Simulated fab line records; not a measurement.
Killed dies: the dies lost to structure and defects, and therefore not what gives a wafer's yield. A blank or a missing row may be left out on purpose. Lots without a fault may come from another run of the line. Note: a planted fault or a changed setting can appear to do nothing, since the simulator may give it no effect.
Which of the tools did it? ; flow sky130 ; 33 wafers from 11 lots sampled at 5 of the route's 708 steps

## WHAT THE GAUGES SHOWED, per wafer
SKY_POLY_CUT_CD_MEAS_08 targets a cd of 270 nm.
lot;measured;on;cd nm (nm)
L668;day 23 19:17;cd sem-02;267.6 268.4 270.3
L674;day 26 09:13;cd sem-02;267.9 270.1 269.0
L675;day 26 15:56;cd sem-01;268.8 269.8 269.9
L676;day 26 19:10;cd sem-01;270.6 270.4 270.4
L677;day 27 17:23;cd sem-02;271.1 271.0 271.5
L678;day 27 19:20;cd sem-02;270.8 269.5 272.0
L685;day 31 13:43;cd sem-02;272.0 273.2 272.4
L687;day 31 14:17;cd sem-01;269.8 271.2 270.6
L686;day 31 14:35;cd sem-01;269.6 269.7 270.1
L688;day 31 17:46;cd sem-01;270.2 270.3 269.9
L691;day 31 19:58;cd sem-02;267.6 268.0 267.4

SKY_SD_N_OVL_MEAS_08.
lot;measured;on;SD_N_OVL (nm)
L668;day 27 10:41;overlay-01;-1.2 0.0 -0.6
L674;day 29 22:29;overlay-02;2.6 0.7 1.9
L675;day 30 04:31;overlay-01;1.6 1.8 1.9
L676;day 30 06:19;overlay-01;1.8 0.5 0.8
L677;day 31 03:38;overlay-01;-0.4 0.4 0.3
L678;day 31 06:31;overlay-02;0.2 -1.7 -1.5
L685;day 35 00:05;overlay-02;0.5 1.3 0.4
L687;day 35 00:41;overlay-01;-0.6 0.3 -1.2
L686;day 35 00:48;overlay-02;-1.7 -1.9 -0.4
L688;day 35 02:40;overlay-01;1.4 0.4 2.4
L691;day 35 04:21;overlay-02;0.5 1.6 1.7

SKY_LI_CONTACT_BOW_MEAS_03.
lot;measured;on;LI_CONTACT_BOW (um)
L668;day 27 12:14;film metro-04;64 57 48
L674;day 30 00:03;film metro-04;60 54 60
L675;day 30 06:06;film metro-04;73 74 76
L676;day 30 07:53;film metro-04;86 66 78
L677;day 31 05:17;film metro-04;85 67 80
L678;day 31 08:05;film metro-03;44 59 41
L685;day 35 01:46;film metro-04;63 58 54
L687;day 35 02:20;film metro-03;68 50 65
L686;day 35 02:22;film metro-02;59 55 56
L688;day 35 04:17;film metro-02;64 65 62
L691;day 35 05:58;film metro-02;63 62 57

## WHICH TOOL RAN EACH LOT (tool, then ch and the chambers of the sampled wafers, then the start)
lot;SKY_RES_XHIGH_STRIP_08;SKY_LI_CONTACT_CMP_02
L668;plasma asher-01 ch 0, day 26 05:49;cmp-02 ch 0,1,3, day 27 11:59
L674;plasma asher-01 ch 0,1, day 28 18:40;cmp-02 ch 0,1,3, day 29 23:45
L675;plasma asher-04 ch 0,1, day 29 01:01;cmp-02 ch 0,1,2, day 30 05:52
L676;plasma asher-04 ch 0,1, day 29 03:43;cmp-02 ch 0,1,2, day 30 07:35
L677;plasma asher-03 ch 0,1, day 30 00:43;cmp-01 ch 0,2,3, day 31 05:05
L678;plasma asher-03 ch 0,1, day 30 03:52;cmp-02 ch 0,2,3, day 31 07:49
L685;plasma asher-04 ch 0,1, day 33 21:23;cmp-02 ch 0,2, day 35 01:25
L687;plasma asher-01 ch 0, day 33 21:49;cmp-01 ch 0,2,3, day 35 02:08
L686;plasma asher-04 ch 0,1, day 33 21:49;cmp-02 ch 2,3, day 35 02:07
L688;plasma asher-01 ch 0,1, day 34 00:17;cmp-01 ch 0,1, day 35 03:58
L691;plasma asher-01 ch 0,1, day 34 01:19;cmp-02 ch 0,3, day 35 05:40
- SKY_RES_XHIGH_STRIP_08: strips in O2/N2.
- SKY_LI_CONTACT_CMP_02: polishes PSG.

## WHAT THE TOOLS THEMSELVES READ (means of the sampled wafers that have a number; where no wafer has one, the mark that the record gives instead)
SKY_RES_XHIGH_STRIP_08.
lot;tool;drypump motor current A (A);oes product au (a.u.);strip time to endpoint s (s)
L668;plasma asher-01;5.6;0.708;14.29
L674;plasma asher-01;5.3;0.704;14.31
L675;plasma asher-04;5.5;0.709;14.26
L676;plasma asher-04;5.4;0.707;14.35
L677;plasma asher-03;5.7;0.715;14.26
L678;plasma asher-03;5.8;0.710;14.32
L685;plasma asher-04;5.4;0.711;14.30
L687;plasma asher-01;5.6;0.713;14.21
L686;plasma asher-04;5.4;0.712;14.29
L688;plasma asher-01;5.1;0.709;14.31
L691;plasma asher-01;5.1;0.710;14.34

SKY_LI_CONTACT_CMP_02.
lot;tool;edge zone pressure frac;head pressure psi (psi);motor current A (A);time to endpoint s (s)
L668;cmp-02;1.004;3.993;12.6;34.9
L674;cmp-02;0.999;4.002;12.8;32.6
L675;cmp-02;-;-;-;-
L676;cmp-02;-;-;-;-
L677;cmp-01;-;-;-;-
L678;cmp-02;1.000;4.001;13.1;32.4
L685;cmp-02;0.998;3.997;13.4;29.0
L687;cmp-01;1.002;4.002;11.4;34.6
L686;cmp-02;1.000;4.000;14.4;29.6
L688;cmp-01;0.998;3.999;12.7;30.1
L691;cmp-02;0.997;4.009;12.1;28.4

## THE ANSWER, worked out from the rows above alone
Rule: usual is defined by the lots themselves. The widest of any qualifying gaps counts: lots, ordered by their means at a reading, are off when they make up no more than a third of the lots, leave a main group of 4 or more, and stand apart from it by 3 or more times the standard deviation of that group's means. The tables above print the reading to a certain number of digits; a main group whose means all agree to those digits is not used. A lot without any number at a reading at which 4 lots or more have one is off too. All remaining lots with rows at the step are treated as sound. First the gauges in route order, then the tools' own readings, where a lot's mean is used as printed above. At the first step where some lot is off, the reading lying furthest off is the one used; lots without a number count as furthest.
Off at SKY_LI_CONTACT_CMP_02 (edge zone pressure frac): L675, L676, L677. Without a number there: L675, L676, L677. The main group has a mean of 1.000 with a standard deviation of 0.0022.
A tool fits if, at that step or a process step before it, it ran every lot that is off, and no sound lot after the first of them. None of those tried fits.

## WHAT THE SIMULATOR HAD INSERTED
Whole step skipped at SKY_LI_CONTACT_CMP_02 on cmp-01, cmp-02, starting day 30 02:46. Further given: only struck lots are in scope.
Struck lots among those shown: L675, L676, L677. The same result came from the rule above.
